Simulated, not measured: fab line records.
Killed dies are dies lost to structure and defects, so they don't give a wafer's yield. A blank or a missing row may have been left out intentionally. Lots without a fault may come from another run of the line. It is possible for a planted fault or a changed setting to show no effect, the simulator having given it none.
Which tool was responsible? | flow gf180mcu | 13 lots, 39 wafers sampled, at 5 steps of a route of 602

== WHAT THE GAUGES SHOWED, per wafer ==
GF_MVSD_OVL_MEAS_07. Usual: for MVSD_OVL the level is -0.4 nm and the standard deviation is 1.4.
lot  | measured     | on         | MVSD_OVL (nm)  | flag
L797 | day 4 15:55  | overlay-02 | -0.2 0.1 0.2   | 
L798 | day 4 21:24  | overlay-01 | 2.0 1.9 0.1    | 
L799 | day 5 04:53  | overlay-01 | -0.4 0.4 0.4   | 
L808 | day 7 10:07  | overlay-01 | 0.3 1.6 0.1    | 
L809 | day 7 17:41  | overlay-02 | 0.2 -0.3 0.1   | 
L810 | day 7 20:34  | overlay-01 | 1.0 0.5 0.7    | 
L811 | day 8 00:33  | overlay-02 | -1.2 -1.8 -3.6 | 
L813 | day 8 12:53  | overlay-01 | 1.1 0.8 0.8    | 
L814 | day 8 19:19  | overlay-01 | 0.3 -0.2 -1.3  | 
L815 | day 9 05:14  | overlay-02 | -1.8 0.7 -1.2  | 
L816 | day 9 05:32  | overlay-01 | -3.5 -2.5 -4.4 | 
L818 | day 9 17:07  | overlay-01 | -1.0 -0.3 -1.7 | 
L819 | day 10 01:23 | overlay-02 | -2.9 -2.1 0.2  | 

GF_VT_IMPLANT_TW_MEAS_21. Usual: for VT_IMPLANT_2_TW the level is 1205 and the standard deviation is 14.
lot  | measured     | on           | VT_IMPLANT_2_TW | flag
L797 | day 6 13:28  | filmMetro-01 | 1237 1238 1233  | 
L798 | day 6 19:18  | filmMetro-04 | 1203 1200 1202  | 
L799 | day 7 02:38  | filmMetro-03 | 1210 1211 1210  | 
L808 | day 9 11:40  | filmMetro-03 | 1198 1199 1199  | 
L809 | day 9 21:15  | filmMetro-03 | 1200 1198 1201  | 
L810 | day 10 00:18 | filmMetro-04 | 1186 1182 1185  | 
L811 | day 10 04:16 | filmMetro-04 | 1191 1194 1184  | 
L813 | day 10 19:16 | filmMetro-03 | 1209 1220 1215  | 
L814 | day 11 02:01 | filmMetro-04 | 1190 1190 1192  | 
L815 | day 11 13:22 | filmMetro-04 | 1189 1193 1192  | 
L816 | day 11 13:57 | filmMetro-01 | 1229 1227 1228  | 
L818 | day 12 01:20 | filmMetro-03 | 1206 1199 1197  | 
L819 | day 12 11:38 | filmMetro-03 | 1204 1204 1193  | 

GF_VT_IMPLANT_OVL_MEAS_29. Usual: for VT_IMPLANT_02_OVL the level is -0.4 nm and the standard deviation is 1.4.
lot  | measured     | on         | VT_IMPLANT_02_OVL (nm) | flag
L797 | day 7 04:22  | overlay-02 | -1.2 0.4 -0.8          | 
L798 | day 7 10:53  | overlay-02 | 0.7 0.5 1.6            | 
L799 | day 7 19:11  | overlay-02 | - - -                  | OFF
L808 | day 10 04:37 | overlay-01 | 0.4 -0.7 -0.7          | 
L809 | day 10 15:29 | overlay-02 | 0.0 0.3 -0.1           | 
L810 | day 10 18:37 | overlay-02 | -4.6 -2.9 -3.8         | 
L811 | day 10 22:29 | overlay-02 | -1.2 -0.5 -1.5         | 
L813 | day 11 13:58 | overlay-02 | 1.1 0.6 2.1            | 
L814 | day 11 21:12 | overlay-02 | -1.1 -0.1 -3.1         | 
L815 | day 12 09:04 | overlay-02 | -0.2 1.1 0.5           | 
L816 | day 12 09:13 | overlay-01 | -1.3 0.5 -0.6          | 
L818 | day 12 21:24 | overlay-02 | -0.5 0.3 -0.7          | 
L819 | day 13 07:33 | overlay-01 | 1.7 -0.5 1.3           | 

GF_VT_IMPLANT_TW_MEAS_32. Usual: for VT_IMPLANT_3_TW the level is 268 and the standard deviation is 3.9.
lot  | measured     | on           | VT_IMPLANT_3_TW | flag
L797 | day 7 04:40  | filmMetro-04 | 265 264 265     | 
L798 | day 7 11:11  | filmMetro-01 | 271 273 271     | 
L799 | day 7 19:29  | filmMetro-03 | 30 30 30        | OFF
L808 | day 10 04:54 | filmMetro-04 | 263 264 263     | 
L809 | day 10 15:47 | filmMetro-04 | 263 263 263     | 
L810 | day 10 18:54 | filmMetro-01 | 273 272 273     | 
L811 | day 10 22:49 | filmMetro-01 | 273 271 272     | 
L813 | day 11 14:15 | filmMetro-03 | 268 269 268     | 
L814 | day 11 21:34 | filmMetro-01 | 273 275 272     | 
L815 | day 12 09:22 | filmMetro-01 | 273 276 275     | 
L816 | day 12 09:30 | filmMetro-04 | 266 267 267     | 
L818 | day 12 21:41 | filmMetro-03 | 267 267 266     | 
L819 | day 13 07:50 | filmMetro-03 | 269 269 269     | 

== WHAT TOOL EACH LOT RAN ON (gives the tool, then ch and the chambers of the sampled wafers, and finally the start) ==
lot  | GF_VT_IMPLANT_EXPOSE_26
L797 | ilineStepper-02 ch 0, day 6 21:04
L798 | ilineStepper-02 ch 0, day 7 03:01
L799 | ilineStepper-01 ch 0, day 7 11:14
L808 | ilineStepper-02 ch 0, day 9 20:31
L809 | ilineStepper-02 ch 0, day 10 05:34
L810 | ilineStepper-01 ch 0, day 10 09:22
L811 | ilineStepper-01 ch 0, day 10 13:44
L813 | ilineStepper-01 ch 0, day 11 04:18
L814 | ilineStepper-02 ch 0, day 11 11:55
L815 | ilineStepper-01 ch 0, day 11 23:20
L816 | ilineStepper-01 ch 0, day 11 23:47
L818 | ilineStepper-01 ch 0, day 12 11:37
L819 | ilineStepper-02 ch 0, day 12 21:28
- GF_VT_IMPLANT_EXPOSE_26: exposes mask LVPWELL HV AREA, target cd 860 nm.

== WHAT THE TOOLS THEMSELVES READ (means of the sampled wafers that have a number; where no wafer has one, the mark that the record gives instead) ==
The record holds no such reading with a usual standard deviation.

== THE ANSWER, worked out from the rows above alone ==
Rule: take the mean of a lot's wafers that have a number; if it is more than 3 standard deviations from the usual mean, the lot is off. Also off: a lot with no number at a reading for which 4 or more lots have one. All remaining lots with rows at the step are treated as sound. After the gauges, taken in route order, come the tools' own readings; for these a lot's mean is taken, as printed above. The first step at which some lot is off is used, and at that step the reading that is off furthest; a lot without a number counts as furthest.
Off: L799, seen at GF_VT_IMPLANT_OVL_MEAS_29 (VT_IMPLANT_02_OVL). Without a number there: L799.
A tool fits if, at a process step before that reading, it ran every lot that is off, and no sound lot after the first of them. Not tried: the gauges at GF_VT_IMPLANT_OVL_MEAS_29; whatever is off there is also off at GF_VT_IMPLANT_TW_MEAS_32, on other tools, and gauge error can't account for it. Not one of the candidates tried fits.

== WHAT THE SIMULATOR HAD PUT IN ==
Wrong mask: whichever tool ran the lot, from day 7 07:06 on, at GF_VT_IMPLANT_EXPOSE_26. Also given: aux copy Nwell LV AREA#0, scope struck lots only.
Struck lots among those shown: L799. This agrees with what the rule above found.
